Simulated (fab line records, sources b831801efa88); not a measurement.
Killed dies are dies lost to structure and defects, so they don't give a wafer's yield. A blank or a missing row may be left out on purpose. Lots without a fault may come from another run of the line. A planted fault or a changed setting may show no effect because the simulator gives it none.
fab line records | flow sky130
record lots=5 wafers=15 last_day=49
route steps=708 shown GATE_OXIDE@192 POLY_GATE@204 RES_PROTECT@206 PAD_OPEN@708
lots that met no fault: from a run of the same line without faults
start_h: hours from the record's first day to the start of the lot's first wafer shown | wait_h: hours since the lot's step before | " the same as in the row above | L1.1+2: a row that stands for several wafers | - no value, or no start given | * or withheld: withheld | < > ~ a bound
route shown NAME@n: a module of which the file shows steps, and the number in the route of the first | usual: mean/standard deviation of fault-free wafers | same: alike in all rows | chamber/n: place in a boat | sites: the reading at each site | _std_site: their standard deviation | _edge_site: outer sites' mean less inner sites' | radius_mm: how far each site lies from the wafer's centre | mask NAME#n: copy n | behind: the tool/chamber that last shaped the wafer | hold: why the lot was held/for how many hours/how that ended | device: the transistor (n, p or np) that didn't switch | end of line: the same wafers' tests at the end of the route | a step without rows: its recipe alone | killed: dies lost to structure and defects at the first sort, not the wafer's yield | map: a wafer's dies, x killed, . not, _ none there
set.NAME: the setting as run; set.NAME@STEP: as run at that earlier step | model.NAME: the simulator's own value behind a step, which no gauge read
lots at some steps of the route; a table a step, a row a wafer
services: from which hour (start_h, from the record's first day; less than 0 if before it) a tool's chamber was out of use, for how many hours, and why
## steps
# step SKY_GATE_OXIDE_COAT_05
# recipe resist=NOVOLAK spin_rpm=3000 resist_thk_nm=1140
# step SKY_GATE_OXIDE_SOFTBAKE_06
# recipe temp_c=90 time_s=60 resist=NOVOLAK
# step SKY_GATE_OXIDE_EXPOSE_07
# recipe mask_id=LVOM na=0.6 source_shape=conventional sigma_outer=0.6 polarization=unpolarized target_cd_nm=600 dose_mj=170
# step SKY_GATE_OXIDE_PEB_08
# recipe temp_c=withheld time_s=* resist=NOVOLAK
# step SKY_GATE_OXIDE_DEVELOP_09
# recipe resist=NOVOLAK developer=TMAH develop_time_s=60 dev_temp_c=23
# step SKY_GATE_OXIDE_IMPLANT_11
# recipe species=B energy_kev=10 dose_cm2=2.6e+12 tilt_deg=withheld
# step SKY_GATE_OXIDE_WET_ETCH_12
# recipe chemistry=dHF target_depth_nm=16.8 dry=n2_spin target=SiO2 dilution=100:1 temp_c=25 time_s=336
# step SKY_GATE_OXIDE_STRIP_13
# recipe chemistry=O2/N2 power_w=1400 pressure_mtorr=1500 platen_temp_c=withheld o2_flow_sccm=3000 n2_flow_sccm=300 overash_fraction=0.5
# step SKY_GATE_OXIDE_CLEAN_15
# recipe chemistry=SC1/SC2 mix=1:4:20 temp_c=70 time_s=153.5 dry=n2_spin
# step SKY_GATE_OXIDE_OXIDATION_16
# recipe temp_c=800 ambient=O2 idle_temp_c=700 ramp_up_c_per_min=10 ramp_down_c_per_min=3 stabilise_s=600 purge_s=300 target_thk_a=35.7 ox_time_s=1915
# step SKY_POLY_GATE_CVD_00
# recipe material=poly-Si target_thk_nm=180 temp_c=620 time_s=720 pressure_mtorr=200
# usual spike_tc_centre_C=620.8/0.98 spike_tc_top_C=637.2/1.4 spike_tc_upper_C=620.9/0.91 zone_power_centre_pct=8.6/0.53 zone_power_lower_pct=8.7/0.52 zone_power_top_pct=19.5/2.2 zone_power_upper_pct=9.0/0.97
# columns lot.wafer tool chamber start_h wait_h spike_tc_centre_C spike_tc_top_C spike_tc_upper_C zone_power_centre_pct zone_power_lower_pct zone_power_top_pct zone_power_upper_pct model.poly-Si_of_POLY_GATE_CVD_00.thk_nm
L678.3 lpcvd-01 0 397.94 0.5 620.5 637.3 620.9 8.9 9.1 17.5 9.9 178.9
L678.4 " 0 " " 621.7 635.4 621.4 9.0 9.3 17.3 9.8 179.7
L678.6 " 0 " " 620.9 635.3 620.5 9.1 9.1 17.7 9.9 178.5
L681.4 lpcvd-01 0 434.29 0.0 621.2 636.2 620.9 9.0 9.2 17.4 9.8 182.7
L681.5 " 0 " " 619.4 636.5 622.0 9.0 9.2 17.3 9.8 182.5
L681.6 " 0 " " 620.3 636.7 620.4 9.1 9.0 17.4 10.0 181.8
L685.4 lpcvd-01 1 460.47 0.0 599.0 638.5 624.6 4.7 9.7 21.6 10.0 142.7
L685.5 " 1 " " 599.2 638.5 622.4 4.7 9.8 21.6 9.8 143.2
L685.6 " 1 " " 596.4 638.6 624.8 4.6 10.1 21.5 9.8 147.7
L683.1 lpcvd-01 0 462.00 0.0 598.4 636.2 625.5 5.3 11.3 17.1 11.9 154.9
L683.4 " 0 " " 600.2 636.3 624.6 5.2 11.3 17.0 12.3 169.1
L683.5 " 0 " " 597.0 636.3 623.8 5.2 11.1 17.2 12.2 171.6
L684.2 lpcvd-01 1 462.00 0.0 600.0 638.5 623.5 4.7 9.9 21.6 9.8 158.2
L684.3 " 1 " " 597.8 638.0 623.8 4.6 9.9 21.3 9.7 161.2
L684.4 " 1 " " 596.8 639.0 623.8 4.6 9.8 21.3 9.8 168.4
# step SKY_POLY_GATE_THK_MEAS_01
# recipe reads=poly-Si_of_POLY_GATE_CVD_00
# usual POLY_GATE_CVD_00_THK=181.0/1.7
# columns lot.wafer tool chamber start_h wait_h POLY_GATE_CVD_00_THK[nm]
L678.3 film_metro-03 - 399.76 0.0 178.8
L678.4 " - " " 179.7
L678.6 " - " " 178.6
L681.4 film_metro-03 - 436.12 0.0 182.8
L681.5 " - " " 182.5
L681.6 " - " " 181.8
L685.4 film_metro-01 - 461.70 0.0 142.8
L685.5 " - " " 143.3
L685.6 " - " " 147.7
L683.1 film_metro-03 - 463.20 0.0 155.0
L683.4 " - " " 169.2
L683.5 " - " " 171.6
L684.2 film_metro-02 - 463.21 0.0 158.3
L684.3 " - " " 161.2
L684.4 " - " " 168.4
# step SKY_RES_PROTECT_DEHYDRATE_00
# recipe temp_c=200 time_s=60
# step SKY_RES_PROTECT_HMDS_01
# recipe prime_time_s=60 prime_temp_c=120
# step SKY_RES_PROTECT_COAT_02
# recipe resist=NOVOLAK spin_rpm=3000 resist_thk_nm=1140
# step SKY_RES_PROTECT_SOFTBAKE_03
# recipe temp_c=90 time_s=60 resist=NOVOLAK
# step SKY_RES_PROTECT_EXPOSE_04
# recipe mask_id=RPM na=0.6 source_shape=conventional sigma_outer=0.6 polarization=unpolarized target_cd_nm=1270 dose_mj=131
# step SKY_RES_PROTECT_PEB_05
# recipe temp_c=withheld time_s=* resist=NOVOLAK
# step SKY_RES_PROTECT_DEVELOP_06
# recipe resist=NOVOLAK developer=TMAH develop_time_s=60 dev_temp_c=23
# step SKY_POLY_GATE_IMPLANT_02
# recipe species=P energy_kev=30 dose_cm2=7.7e+15 tilt_deg=0
# step SKY_RES_PROTECT_STRIP_07
# recipe chemistry=O2/N2 power_w=1400 pressure_mtorr=1500 platen_temp_c=withheld o2_flow_sccm=3000 n2_flow_sccm=300 overash_fraction=0.5
# step SKY_RES_PROTECT_CLEAN_09
# recipe chemistry=SC1/SC2 mix=1:4:20 temp_c=70 time_s=150 dry=n2_spin
# columns lot.wafer tool chamber start_h wait_h model.poly-Si_of_POLY_GATE_CVD_00.thk_nm
L678.3 wet_bench-02 0 429.72 0.0 178.3
L678.4 " 0 " " 179.1
L678.6 " 0 " " 177.9
L681.4 wet_bench-01 1 467.15 0.0 182
L681.5 " 1 " " 181.9
L681.6 " 1 " " 181.2
L685.4 wet_bench-04 3 492.25 0.0 142.1
L685.5 " 3 " " 142.6
L685.6 " 3 " " 147.1
L683.1 wet_bench-01 0 493.70 0.1 154.3
L683.4 " 0 " " 168.5
L683.5 " 0 " " 171
L684.2 wet_bench-04 0 494.35 0.0 157.6
L684.3 " 0 " " 160.5
L684.4 " 0 " " 167.7
# step SKY_POLY_GATE_CVD_03
# recipe material=Si3N4 precursor=DCS/NH3 target_thk_nm=75 temp_c=770 time_s=1290 pressure_mtorr=250
# step SKY_POLY_GATE_DEHYDRATE_05
# recipe temp_c=200 time_s=60
# step SKY_POLY_GATE_HMDS_06
# recipe prime_time_s=60 prime_temp_c=120
# step SKY_POLY_GATE_COAT_07
# recipe resist=BARC temp_c=withheld time_s=withheld spin_rpm=3000 resist_thk_nm=110
# step SKY_POLY_GATE_COAT_08
# recipe resist=KrF-thick spin_rpm=3000 resist_thk_nm=450
# step SKY_POLY_GATE_SOFTBAKE_09
# recipe temp_c=100 time_s=90 resist=KrF-thick
# step SKY_POLY_GATE_EXPOSE_10
# recipe mask_id=P1M na=0.68 source_shape=conventional sigma_outer=0.6 target_cd_nm=150 dose_mj=27.59
# step SKY_POLY_GATE_PEB_11
# recipe peb_temp_c=withheld peb_time_s=withheld resist=KrF-thick
# step SKY_POLY_GATE_DEVELOP_12
# recipe develop_time_s=60 resist=KrF-thick dev_temp_c=21
# step SKY_POLY_GATE_ETCH_15
# recipe chemistry=N2/H2 target=BARC ion_energy_ev=200 source_w=500 bias_w=100 pressure_mtorr=30 n2_flow_sccm=100 h2_flow_sccm=200 stop_on=SiO2 time_s=118.5 target_depth_a=1100
# step SKY_POLY_GATE_ETCH_16
# recipe stop_on=poly-Si chemistry=CH3F/O2 target=Si3N4 source_w=400 bias_w=80 pressure_mtorr=25 ch3f_flow_sccm=40 O2_flow_sccm=30 time_s=147.5 target_depth_a=750
# step SKY_POLY_GATE_ETCH_17
# recipe target_depth_nm=180 stop_on=SiO2 over_etch_frac=0.56667 chemistry=HBr/Cl2 target=poly-Si icp_w=400 bias_w=100 pressure_mtorr=10 HBr_flow_sccm=150 Cl2_flow_sccm=50 time_s=70.5
# usual drypump_motor_current_A=5.6/0.5 oes_product_au=0.991/0.0085 throttle_valve_pct=33.684/0.0095
# columns lot.wafer tool chamber start_h wait_h drypump_motor_current_A oes_product_au rf_hours_counter_h throttle_valve_pct model.POLY_GATE.feature_depth_nm model.etch.depth_nm
L678.3 rie_si-02 3 464.19 0.0 5.5 0.978 54 33.680 178.3 178.3
L678.4 " 0 " " 5.6 0.981 - 33.694 179.1 179.1
L678.6 " 1 " " 6.2 0.983 - 33.672 177.9 177.9
L681.4 rie_si-02 0 500.33 0.0 5.6 0.990 3 33.687 182 182
L681.5 " 0 " " 5.6 1.005 - 33.688 181.9 181.9
L681.6 " 3 " " 5.5 0.992 - 33.678 181.2 181.2
L685.4 rie_si-01 1 524.35 0.1 5.2 0.857 - 33.690 142.1 142.1
L685.5 " 0 " " 4.8 0.849 - 33.698 142.6 142.6
L685.6 " 3 " " 6.0 0.871 - 33.674 147.1 147.1
L683.1 rie_si-02 0 525.99 0.0 5.6 0.901 3 33.691 154.3 154.3
L683.4 " 1 " " 6.2 0.953 - 33.677 168.5 168.5
L683.5 " 2 " " 5.3 0.959 - 33.654 171 171
L684.2 rie_si-01 3 526.97 0.0 6.1 0.907 3 33.692 157.6 157.6
L684.3 " 0 " " 4.8 0.920 4 33.709 160.5 160.5
L684.4 " 3 " " 6.0 0.951 - 33.687 167.7 167.7
# step SKY_POLY_GATE_STRIP_18
# recipe chemistry=O2/N2 power_w=1400 pressure_mtorr=1500 platen_temp_c=withheld o2_flow_sccm=3000 n2_flow_sccm=306.7 overash_fraction=0.5
# step SKY_PAD_OPEN_PROBE_99
# usual killed_at_M0_to_M3=42/6.4 killed_at_M4_up=2.9/1.7 killed_at_contacts=25/5.2 killed_at_front_end=16/4.4 killed_at_other=0.4/0.65 killed_dies=86/9.2 killed_open=47/6.6 killed_short=39/5.8
# same gross_dies=492 killed_at_back_side=0
# columns lot.wafer tool chamber start_h wait_h killed_at_M0_to_M3 killed_at_M4_up killed_at_contacts killed_at_front_end killed_at_other killed_dies killed_open killed_short model.etest.res_high_po.line_ohm_um model.etest.res_poly.line_ohm_um model.etest.tip_sonos.rs_ohm_sq model.etest.res_high_po.rs_ohm_sq model.etest.res_poly.rs_ohm_sq model.etest.cap_li_to_poly.c_af_um2
L678.3 prober-02 - 1141.14 0.2 43 1 22 14 0 80 43 37 750.3 508.7 2634 261.4 48.31 96.16
L678.4 prober-02 - 1141.19 0.2 34 6 19 8 0 67 33 34 756.7 522.6 2661 265.3 48.45 95.03
L678.6 prober-02 - 1141.29 0.2 38 3 20 17 1 79 40 38 733.4 493 2670 256.4 48.25 95.1
L681.4 prober-01 - 1159.12 0.2 47 1 28 19 2 97 47 49 758.9 525.1 2597 262.8 48.03 98.09
L681.5 prober-01 - 1159.17 0.2 46 0 30 6 0 82 47 34 758.6 503.6 2573 264.9 47.72 99.58
L681.6 prober-01 - 1159.22 0.2 46 5 24 20 0 95 47 47 752.1 502.1 2588 266.7 48.12 98.98
L685.4 prober-02 - 1173.81 0.2 43 2 25 10 0 80 46 34 909 638.1 2603 313.8 58.9 87.8
L685.5 prober-02 - 1173.86 0.2 43 2 28 18 3 94 56 37 909.4 620.8 2641 313.7 59.42 91.86
L685.6 prober-02 - 1173.91 0.2 41 2 41 9 0 93 62 31 900.9 611.9 2660 311.3 57.96 88.97
L683.1 prober-01 - 1176.62 0.1 26 2 24 11 0 63 32 31 856.9 590.3 2546 295.8 55.34 90.17
L683.4 prober-01 - 1176.77 0.2 34 1 33 10 0 78 47 31 771.4 525.4 2587 271.6 50.7 95.09
L683.5 prober-01 - 1176.82 0.2 37 6 25 15 0 83 40 43 753.5 523.9 2636 260 48.98 94.38
L684.2 prober-02 - 1177.33 0.1 36 5 24 20 0 85 47 38 831.5 582.8 2528 289.7 53.97 91.88
L684.3 prober-02 - 1177.38 0.2 40 4 16 20 2 82 40 41 792 553.2 2500 278 52.36 91.63
L684.4 prober-02 - 1177.43 0.2 40 7 25 23 0 95 44 51 784.9 540.3 2547 276 51.51 94.42
# killed by level:class
L678.3 VIA2:geometric_particle:open=8 VIA3:geometric_particle:open=7 VIA1:geometric_particle:open=7 CONTACT:geometric_particle:open=6 FIELD_ISO:geometric_particle:open=5 LI_CONTACT:geometric_particle:open=5 CONTACT:geometric_particle:short=5 METAL1:geometric_particle:short=5
L678.4 CONTACT:geometric_particle:open=6 METAL3:geometric_particle:short=6 VIA1:geometric_particle:open=5 LI_CONTACT:geometric_particle:open=4 VIA3:geometric_particle:open=4 POLY_GATE:geometric_particle:short=3 LI_CONTACT:geometric_particle:short=3 CONTACT:geometric_particle:short=3
L678.6 VIA3:geometric_particle:open=9 CONTACT:geometric_particle:open=8 METAL1:geometric_particle:short=6 POLY_GATE:geometric_particle:open=5 FIELD_ISO:geometric_particle:short=4 VIA1:geometric_particle:open=4 CONTACT:geometric_particle:short=4 METAL2:geometric_particle:short=4
L681.4 VIA3:geometric_particle:open=9 VIA2:geometric_particle:open=8 CONTACT:geometric_particle:open=7 LI_CONTACT:geometric_particle:short=6 LOCAL_INTERCONNECT:geometric_particle:short=6 METAL2:geometric_particle:short=6 VIA1:geometric_particle:open=6 FIELD_ISO:geometric_particle:open=5
L681.5 LI_CONTACT:geometric_particle:open=12 VIA1:geometric_particle:open=12 VIA3:geometric_particle:open=10 METAL2:geometric_particle:short=6 CONTACT:geometric_particle:open=6 CONTACT:geometric_particle:short=6 METAL1:geometric_particle:short=4 LI_CONTACT:geometric_particle:short=3
L681.6 VIA1:geometric_particle:open=10 LI_CONTACT:geometric_particle:open=10 POLY_GATE:geometric_particle:short=6 CONTACT:geometric_particle:open=6 METAL1:geometric_particle:short=6 VIA1:geometric_particle:short=5 METAL2:geometric_particle:short=5 VIA3:geometric_particle:open=5
L685.4 CONTACT:geometric_particle:open=10 VIA1:geometric_particle:short=7 VIA3:geometric_particle:open=7 LI_CONTACT:geometric_particle:short=6 FIELD_ISO:geometric_particle:open=5 VIA1:geometric_particle:open=5 VIA2:geometric_particle:open=5 METAL3:geometric_particle:short=4
L685.5 CONTACT:geometric_particle:open=10 VIA1:geometric_particle:open=10 VIA3:geometric_particle:open=8 LI_CONTACT:geometric_particle:open=7 VIA2:geometric_particle:open=7 FIELD_ISO:geometric_particle:open=5 VIA1:geometric_particle:short=5 FIELD_ISO:geometric_particle:short=4
L685.6 LI_CONTACT:geometric_particle:open=16 CONTACT:geometric_particle:open=14 VIA2:geometric_particle:open=6 VIA1:geometric_particle:open=6 VIA3:geometric_particle:open=6 LOCAL_INTERCONNECT:geometric_particle:short=5 METAL2:geometric_particle:short=5 POLY_GATE:geometric_particle:open=4
L683.1 LOCAL_INTERCONNECT:geometric_particle:short=7 LI_CONTACT:geometric_particle:open=6 CONTACT:geometric_particle:open=6 METAL1:geometric_particle:short=4 VIA2:geometric_particle:open=4 FIELD_ISO:geometric_particle:open=3 POLY_GATE:geometric_particle:short=3 VIA1:geometric_particle:short=3
L683.4 VIA1:geometric_particle:open=13 LI_CONTACT:geometric_particle:open=11 CONTACT:geometric_particle:open=9 LI_CONTACT:geometric_particle:short=5 VIA1:geometric_particle:short=5 VIA3:geometric_particle:open=5 METAL2:geometric_particle:short=4 CONTACT:geometric_particle:short=4
L683.5 CONTACT:geometric_particle:open=10 METAL2:geometric_particle:short=8 FIELD_ISO:geometric_particle:short=5 VIA1:geometric_particle:open=5 VIA3:geometric_particle:open=5 LI_CONTACT:geometric_particle:short=4 LI_CONTACT:geometric_particle:open=4 CONTACT:geometric_particle:short=4
L684.2 LI_CONTACT:geometric_particle:open=9 FIELD_ISO:geometric_particle:short=7 VIA1:geometric_particle:short=7 VIA1:geometric_particle:open=7 FIELD_ISO:geometric_particle:open=6 VIA2:geometric_particle:open=6 VIA3:geometric_particle:open=5 CONTACT:geometric_particle:open=4
L684.3 VIA1:geometric_particle:open=9 FIELD_ISO:geometric_particle:open=7 CONTACT:geometric_particle:open=7 METAL2:geometric_particle:short=7 FIELD_ISO:geometric_particle:short=6 METAL1:geometric_particle:short=5 VIA3:geometric_particle:open=5 METAL3:geometric_particle:short=5
L684.4 LI_CONTACT:geometric_particle:open=12 FIELD_ISO:geometric_particle:short=10 VIA1:geometric_particle:open=7 METAL2:geometric_particle:short=7 METAL4:geometric_particle:short=6 CONTACT:geometric_particle:short=5 CONTACT:geometric_particle:open=5 METAL1:geometric_particle:short=5
## services
# columns tool chamber start_h hours kind
rie_si-01 2 392.13 7.7 repair
rie_si-01 3 406.73 1.0 repair
lpcvd-01 - 426.77 0.9 repair
lpcvd-01 - 442.22 2.8 pm
rie_si-01 3 452.33 9.3 repair
lpcvd-01 - 458.73 1.7 repair
rie_si-02 2 462.45 3.4 repair
rie_si-01 3 494.43 4.5 repair
wet_bench-02 - 500.71 5.6 repair
rie_si-02 3 504.88 - clean
rie_si-02 3 504.88 28.8 scheduled_down
rie_si-02 3 504.88 28.8 vent_cycle
rie_si-01 2 523.57 3.9 repair
## key
first_sign step=SKY_POLY_GATE_CVD_00 reading=spike_tc_centre_C direction=down sigmas=23 usual=620.8 struck=598.3
effect step=SKY_POLY_GATE_CVD_00 reading=zone_power_centre_pct direction=down sigmas=7 usual=8.6 struck=4.8
effect step=SKY_POLY_GATE_THK_MEAS_01 reading=POLY_GATE_CVD_00_THK direction=down sigmas=14 usual=181.0 struck=157.5
effect step=SKY_POLY_GATE_ETCH_17 reading=oes_product_au direction=down sigmas=9.9 usual=0.991 struck=0.908
model_effect step=SKY_POLY_GATE_CVD_00 value=poly-Si_of_POLY_GATE_CVD_00.thk_nm without=179.9 struck=157.4
model_effect step=SKY_RES_PROTECT_CLEAN_09 value=poly-Si_of_POLY_GATE_CVD_00.thk_nm without=179.3 struck=156.8
model_effect step=SKY_POLY_GATE_ETCH_17 value=POLY_GATE.feature_depth_nm without=179.1 struck=156.8
model_effect step=SKY_PAD_OPEN_PROBE_99 value=etest.res_high_po.line_ohm_um without=736.8 struck=834.4
met_at SKY_POLY_GATE_CVD_00
struck_wafers L683.1,L683.4,L683.5,L684.2,L684.3,L684.4,L685.4,L685.5,L685.6
tester_left_out L683,L684,L685
onset_between 434.29 460.47
fault kind=process_parameter_drift tool=lpcvd-01 chamber=- onset_h=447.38 steps=SKY_POLY_GATE_CVD_00 channel=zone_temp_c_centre offset=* shape=step end_h=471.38
# tester_left_out: of these lots the tester's yield and bins aren't shown, on N5 and GAA mostly nor the transistor test; their killed dies are dies lost to structure and defects alone, not to doping, threshold or leakage, so they don't give the yield
